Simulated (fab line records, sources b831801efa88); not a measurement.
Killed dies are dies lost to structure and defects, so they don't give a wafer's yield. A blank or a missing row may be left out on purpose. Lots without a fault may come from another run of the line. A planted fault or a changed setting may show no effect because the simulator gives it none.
fab line records | flow sky130
record lots=13 wafers=37 last_day=50
route steps=708 shown FIELD_ISO@5 VT_ADJUST_LVTN@104 PAD_OPEN@708
lots that met no fault: from a run of the same line without faults
start_h: hours from the record's first day to the start of the lot's first wafer shown | wait_h: hours since the lot's step before | " the same as in the row above | L1.1+2: a row that stands for several wafers | - no value, or no start given | * or withheld: withheld | < > ~ a bound
route shown NAME@n: a module of which the file shows steps, and the number in the route of the first | usual: mean/standard deviation of fault-free wafers | same: alike in all rows | chamber/n: place in a boat | sites: the reading at each site | _std_site: their standard deviation | _edge_site: outer sites' mean less inner sites' | radius_mm: how far each site lies from the wafer's centre | mask NAME#n: copy n | behind: the tool/chamber that last shaped the wafer | hold: why the lot was held/for how many hours/how that ended | device: the transistor (n, p or np) that didn't switch | end of line: the same wafers' tests at the end of the route | a step without rows: its recipe alone | killed: dies lost to structure and defects at the first sort, not the wafer's yield | map: a wafer's dies, x killed, . not, _ none there
set.NAME: the setting as run; set.NAME@STEP: as run at that earlier step | model.NAME: the simulator's own value behind a step, which no gauge read
steps of the route over a sample of lots; a table a step, a row a wafer
services: from which hour (start_h, from the record's first day; less than 0 if before it) a tool's chamber was out of use, for how many hours, and why
## steps
# step SKY_FIELD_ISO_THK_MEAS_04
# recipe reads=Si3N4_of_FIELD_ISO_CVD_03
# usual FIELD_ISO_CVD_03_THK=166.0/1.4
# columns lot.wafer tool chamber start_h wait_h FIELD_ISO_CVD_03_THK[nm]
L683.1 film_metro-01 - 14.02 0.0 166.2
L683.2 " - " " 163.7
L683.3 " - " " 165.1
L684.1 film_metro-01 - 19.27 0.0 165.9
L684.2 " - " " 165.5
L684.6 " - " " 167.0
L686.1 film_metro-01 - 29.41 0.0 166.4
L686.3 " - " " 165.9
L686.6 " - " " 166.9
L687.2 film_metro-04 - 33.68 0.0 166.5
L687.4 " - " " 165.6
L687.6 " - " " 166.9
L690.1 film_metro-01 - 50.96 0.0 166.5
L690.4 " - " " 167.1
L690.5 " - " " 167.6
L691.1 film_metro-01 - 54.10 0.0 166.0
L691.6 " - " " 165.6
L692.1 film_metro-01 - 59.66 0.0 169.3
L692.4 " - " " 167.0
L697.4 film_metro-03 - 83.51 0.0 163.9
L697.5 " - " " 163.3
L697.6 " - " " 165.2
L698.1 film_metro-03 - 91.13 0.0 164.0
L698.3 " - " " 165.7
L698.5 " - " " 165.3
L699.1 film_metro-04 - 96.53 0.0 166.2
L699.2 " - " " 166.2
L699.5 " - " " 165.9
L702.1 film_metro-04 - 109.42 0.0 166.1
L702.2 " - " " 165.4
L702.4 " - " " 166.1
L704.2 film_metro-04 - 118.75 0.0 163.5
L704.5 " - " " 163.7
L704.6 " - " " 162.6
L706.2 film_metro-04 - 129.13 0.0 164.6
L706.3 " - " " 164.7
L706.5 " - " " 164.1
# step SKY_FIELD_ISO_STRIP_16
# recipe chemistry=O2/N2 power_w=1400 pressure_mtorr=1500 platen_temp_c=withheld o2_flow_sccm=3000 n2_flow_sccm=300 overash_fraction=0.5
# usual drypump_motor_current_A=5.8/0.59 n2_flow_sccm=300.0/0.91 oes_product_au=0.378/0.0044 strip_time_to_endpoint_s=3.561/0.028
# same overash_fraction=0.5
# columns lot.wafer tool chamber start_h wait_h drypump_motor_current_A n2_flow_sccm oes_product_au rf_hours_counter_h strip_time_to_endpoint_s
L683.1 plasma_asher-01 0 29.33 0.0 5.3 299.8 0.381 35 3.536
L683.2 " 1 " " 6.5 298.7 0.381 35 3.531
L683.3 " 1 " " 6.5 301.3 0.377 - 3.541
L684.1 plasma_asher-03 1 34.11 0.0 6.5 302.1 0.378 35 3.619
L684.2 " 0 " " 5.2 299.5 0.371 35 3.558
L684.6 " 0 " " 5.2 299.9 0.380 - 3.552
L686.1 plasma_asher-01 0 44.58 0.0 5.3 300.1 0.377 37 3.545
L686.3 " 0 " " 5.3 300.5 0.390 - 3.560
L686.6 " 1 " " 6.5 299.2 0.380 - 3.521
L687.2 plasma_asher-03 0 49.08 0.0 5.2 298.9 0.381 36 3.567
L687.4 " 1 " " 6.5 300.6 0.380 - 3.534
L687.6 " 0 " " 5.2 300.6 0.376 - 3.549
L690.1 plasma_asher-01 1 67.08 0.0 6.5 300.7 0.381 39 3.545
L690.4 " 0 " " 5.3 298.9 0.378 - 3.552
L690.5 " 0 " " 5.3 297.7 0.381 - 3.574
L691.1 plasma_asher-03 0 70.38 0.0 5.2 298.5 0.380 38 3.568
L691.6 " 1 " " 6.6 298.8 0.375 - 3.584
L692.1 plasma_asher-01 0 76.06 0.0 5.3 300.7 0.380 40 3.553
L692.4 " 0 " " 5.3 301.9 0.380 - 3.598
L697.4 plasma_asher-03 1 100.36 0.1 6.5 300.9 0.373 - 3.533
L697.5 " 0 " " 5.2 299.8 0.378 - 3.543
L697.6 " 1 " " 6.5 300.2 0.378 - 3.577
L698.1 plasma_asher-02 1 108.91 0.0 5.1 300.5 0.371 42 3.554
L698.3 " 1 " " 5.1 301.3 0.380 - 3.562
L698.5 " 1 " " 5.1 302.3 0.380 - 3.601
L699.1 plasma_asher-02 1 114.43 0.0 5.1 298.6 0.376 43 3.512
L699.2 " 0 " " 6.0 299.1 0.376 43 3.540
L699.5 " 0 " " 6.0 298.1 0.376 - 3.571
L702.1 plasma_asher-03 0 127.81 0.0 5.2 300.2 0.381 1 3.560
L702.2 " 1 " " 6.5 299.0 0.374 1 3.593
L702.4 " 1 " " 6.5 299.8 0.388 - 3.600
L704.2 plasma_asher-01 1 137.28 0.0 6.5 300.8 0.376 43 3.536
L704.5 " 0 " " 5.3 300.3 0.377 - 3.568
L704.6 " 1 " " 6.6 300.8 0.381 - 3.554
L706.2 plasma_asher-01 1 147.46 0.0 6.5 299.1 0.380 44 3.540
L706.3 " 0 " " 5.3 298.8 0.378 - 3.528
L706.5 " 0 " " 5.3 299.8 0.375 - 3.565
# step SKY_FIELD_ISO_ETCH_17
# recipe target_depth_a=3420 mask_material=Si3N4 chemistry=HBr/Cl2/O2 target=Si taper_deg=5 icp_w=600 bias_w=150 pressure_mtorr=15 HBr_flow_sccm=150 Cl2_flow_sccm=40 O2_flow_sccm=6 time_s=97.7
# usual O2_flow_sccm=5.999/0.019 drypump_motor_current_A=5.5/0.61 oes_product_au=1.002/0.0072 run_length_s=126.0/0.44 throttle_valve_pct=25.654/0.01
# columns lot.wafer tool chamber start_h wait_h O2_flow_sccm drypump_motor_current_A oes_product_au rf_hours_counter_h run_length_s throttle_valve_pct
L683.1 rie_si-01 3 29.43 0.1 5.987 5.4 0.991 148 126.0 25.671
L683.2 " 1 " " 5.978 6.5 1.001 2 126.2 25.671
L683.3 " 0 " " 5.994 6.5 0.997 55 125.8 25.666
L684.1 rie_si-02 2 34.21 0.1 6.013 5.0 0.990 29 126.3 25.662
L684.2 " 1 " " 6.019 5.2 1.008 151 125.5 25.657
L684.6 " 1 " " 5.991 5.2 1.013 - 125.9 25.660
L686.1 rie_si-01 2 44.68 0.1 6.002 5.1 0.992 73 126.3 25.665
L686.3 " 3 " " 6.003 5.3 1.002 148 125.9 25.659
L686.6 " 0 " " 5.967 6.5 0.995 - 126.4 25.653
L687.2 rie_si-02 3 49.18 0.1 5.999 4.9 0.998 2 125.2 25.646
L687.4 " 2 " " 5.991 5.0 1.007 30 126.1 25.642
L687.6 " 3 " " 5.992 4.9 1.000 - 125.4 25.661
L690.1 rie_si-01 1 67.18 0.1 6.007 6.5 1.001 2 115.5 25.652
L690.4 " 0 " " 5.976 6.5 1.000 55 125.9 25.653
L690.5 " 0 " " 6.011 6.4 1.003 - 125.9 25.666
L691.1 rie_si-01 1 70.48 0.1 5.988 6.5 0.995 2 115.5 25.659
L691.6 " 0 " " 5.975 6.5 1.001 - 125.9 25.655
L692.1 rie_si-01 2 76.16 0.1 6.017 5.1 0.994 73 115.8 25.637
L692.4 " 1 " " 6.011 6.5 0.994 2 125.9 25.678
L697.4 rie_si-02 3 100.43 0.0 6.010 4.9 1.003 2 125.0 25.644
L697.5 " 2 " " 5.978 5.0 1.002 - 126.7 25.659
L697.6 " 3 " " 6.037 4.9 1.005 - 124.9 25.652
L698.1 rie_si-02 2 109.01 0.1 5.969 5.0 1.001 30 126.2 25.639
L698.3 " 3 " " 6.017 4.9 1.014 2 124.9 25.647
L698.5 " 1 " " 5.953 5.2 1.009 - 125.7 25.652
L699.1 rie_si-02 3 114.53 0.1 5.986 4.9 1.004 2 125.1 25.671
L699.2 " 0 " " 5.973 5.3 0.998 35 126.1 25.646
L699.5 " 2 " " 6.023 5.0 0.995 - 126.2 25.654
L702.1 rie_si-02 0 127.91 0.1 5.990 5.4 0.994 35 126.1 25.650
L702.2 " 2 " " 6.006 5.0 0.994 30 126.0 25.649
L702.4 " 3 " " 6.022 4.9 1.005 2 124.9 25.657
L704.2 rie_si-02 0 137.38 0.1 6.056 5.4 1.006 35 126.2 25.649
L704.5 " 1 " " 6.009 5.2 1.008 - 125.4 25.633
L704.6 " 2 " " 5.996 5.0 1.007 - 126.6 25.635
L706.2 rie_si-02 3 147.56 0.1 6.005 4.9 1.009 2 125.3 25.646
L706.3 " 2 " " 6.006 5.0 0.997 30 126.3 25.661
L706.5 " 0 " " 5.987 5.4 0.999 - 126.1 25.671
# step SKY_VT_ADJUST_LVTN_OVL_MEAS_07
# usual VT_ADJUST_LVTN_OVL=-0.3/1.4
# columns lot.wafer tool chamber start_h wait_h VT_ADJUST_LVTN_OVL[nm]
L683.1 overlay-02 - 137.49 - 1.3
L683.2 " - " " 1.5
L683.3 " - " " 1.6
L684.1 overlay-02 - 148.19 - -0.7
L684.2 " - " " 0.8
L684.6 " - " " -0.3
L686.1 overlay-01 - 157.94 - -1.9
L686.3 " - " " 1.0
L686.6 " - " " 0.8
L687.2 overlay-02 - 162.64 - 0.1
L687.4 " - " " 0.7
L687.6 " - " " 0.7
L690.1 overlay-02 - 188.49 - -1.0
L690.4 " - " " -0.1
L690.5 " - " " -1.0
L691.1 overlay-02 - 190.79 - 2.1
L691.6 " - " " -2.5
L692.1 overlay-01 - 196.58 - -1.1
L692.4 " - " " -0.1
L697.4 overlay-02 - 232.75 - -1.1
L697.5 " - " " 2.4
L697.6 " - " " 0.9
L698.1 overlay-02 - 241.28 - -1.8
L698.3 " - " " -1.5
L698.5 " - " " -3.1
L699.1 overlay-01 - 248.29 - -0.9
L699.2 " - " " 1.8
L699.5 " - " " 1.1
L702.1 overlay-01 - 274.09 - -1.0
L702.2 " - " " 0.9
L702.4 " - " " -1.9
L704.2 overlay-02 - 281.36 - -0.3
L704.5 " - " " -0.5
L704.6 " - " " -0.9
L706.2 overlay-02 - 290.53 - 0.1
L706.3 " - " " -3.4
L706.5 " - " " -1.6
# step SKY_PAD_OPEN_PROBE_99
# usual killed_at_M0_to_M3=43/7.2 killed_at_M4_up=3.3/1.8 killed_at_contacts=23/5.5 killed_at_front_end=16/5.1 killed_at_other=0.4/0.65 killed_dies=85/10 killed_open=46/7.1 killed_short=38/7.2
# same gross_dies=492 killed_at_back_side=0
# columns lot.wafer tool chamber start_h wait_h killed_at_M0_to_M3 killed_at_M4_up killed_at_contacts killed_at_front_end killed_at_other killed_dies killed_open killed_short
L698.1 prober-02 - 1157.43 0.1 42 4 25 15 0 86 49 36
L698.3 prober-02 - 1157.53 0.2 52 3 20 17 0 92 48 42
# killed by level:class
L698.1 VIA1:geometric_particle:open=14 CONTACT:geometric_particle:open=10 METAL2:geometric_particle:short=6 LOCAL_INTERCONNECT:geometric_particle:short=5 LI_CONTACT:geometric_particle:open=5 VIA2:geometric_particle:open=5 FIELD_ISO:geometric_particle:open=4 METAL1:geometric_particle:short=4
L698.3 VIA1:geometric_particle:open=18 CONTACT:geometric_particle:open=7 VIA3:geometric_particle:open=7 LI_CONTACT:geometric_particle:open=5 CONTACT:geometric_particle:short=5 METAL1:geometric_particle:short=5 VIA1:geometric_particle:short=5 METAL3:geometric_particle:short=5
## services
# columns tool chamber start_h hours kind
plasma_asher-03 - 7.64 18.8 pm
plasma_asher-02 - 64.14 14.6 pm
plasma_asher-03 - 73.07 3.5 repair
rie_si-02 1 77.53 - clean
rie_si-02 1 77.53 19.3 scheduled_down
rie_si-02 1 77.53 19.3 vent_cycle
rie_si-01 0 81.95 5.4 repair
rie_si-01 1 85.13 2.2 repair
plasma_asher-01 - 85.26 33.3 repair
rie_si-01 3 88.43 - clean
rie_si-01 3 88.43 21.2 scheduled_down
rie_si-01 3 88.43 21.2 vent_cycle
plasma_asher-03 - 89.89 2.8 pm
plasma_asher-03 - 108.75 9.0 pm
plasma_asher-03 0 108.75 9.0 vent_cycle
plasma_asher-03 1 108.75 9.0 vent_cycle
plasma_asher-03 0 117.75 - clean
plasma_asher-03 1 117.75 - clean
rie_si-02 3 144.88 2.1 repair
## key
first_sign step=SKY_FIELD_ISO_ETCH_17 reading=run_length_s direction=down sigmas=24 usual=* struck=*
effect none on later readings
met_at SKY_FIELD_ISO_ETCH_17
struck_lots L690,L691,L692
struck_wafers L690.1,L691.1,L692.1
tester_left_out L690,L691,L692
not_acting_at SKY_FIELD_ISO_THK_MEAS_04,SKY_FIELD_ISO_STRIP_16,SKY_VT_ADJUST_LVTN_OVL_MEAS_07
onset_between 44.68 67.18
fault kind=process_parameter_drift tool=rie_si-01 chamber=- onset_h=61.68 steps=SKY_FIELD_ISO_ETCH_17 channel=time_s offset=* shape=step end_h=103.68 scope=struck_wafers_only acts_in=* stated=*
# tester_left_out: of these lots the tester's yield and bins aren't shown, on N5 and GAA mostly nor the transistor test; their killed dies are dies lost to structure and defects alone, not to doping, threshold or leakage, so they don't give the yield
